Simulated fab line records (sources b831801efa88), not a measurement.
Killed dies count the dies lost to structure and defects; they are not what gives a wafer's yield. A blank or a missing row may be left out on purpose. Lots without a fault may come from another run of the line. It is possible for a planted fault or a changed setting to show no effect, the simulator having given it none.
Matching of chambers -- flow gf180mcu -- 4 sister chambers for GF_V5_ETCH_16 on rie-diel-01
The step etches BARC in N2/H2. 4 wafers are shown with their chamber, then 7 later ones without.

## EACH WAFER AND ITS CHAMBER
wafer,chamber,drypump-motor-current-A (A)
L825.4,1,5.4
L828.4,2,5.8
L832.2,0,6.3
L832.4,3,5.6

## WAFERS WHOSE CHAMBER IS MISSING
wafer,drypump-motor-current-A (A)
L832.6,5.8
L837.1,5.6
L837.5,5.8
L837.6,5.6
L839.2,5.8
L839.3,5.5
L839.6,6.3

## WHICH CHAMBER EACH ONE RAN IN
wafer,from the rows above,in truth
L832.6,2,2
L837.1,3,3
L837.5,2,2
L837.6,3,3
L839.2,2,2
L839.3,can't be placed: 1 or 3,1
L839.6,0,0
Placed correctly: 6 of 7. These rows do not allow placing 1 (true chamber among the candidates in 1). Placed wrongly: 0.
How it was worked out, from the rows above alone: a wafer's distance from a chamber is the root of the sum, over the readings, of the square of ((its reading less the chamber's mean) divided by the reading's scatter). If the next closest chamber is less than 2 further off than the closest, the wafer can't be placed; otherwise it belongs to the closest. For every chamber, the mean is computed from those of its wafers that are shown. The scatter: root of mean squared gap, hidden wafer to nearest shown wafer, with one shown wafer a chamber.
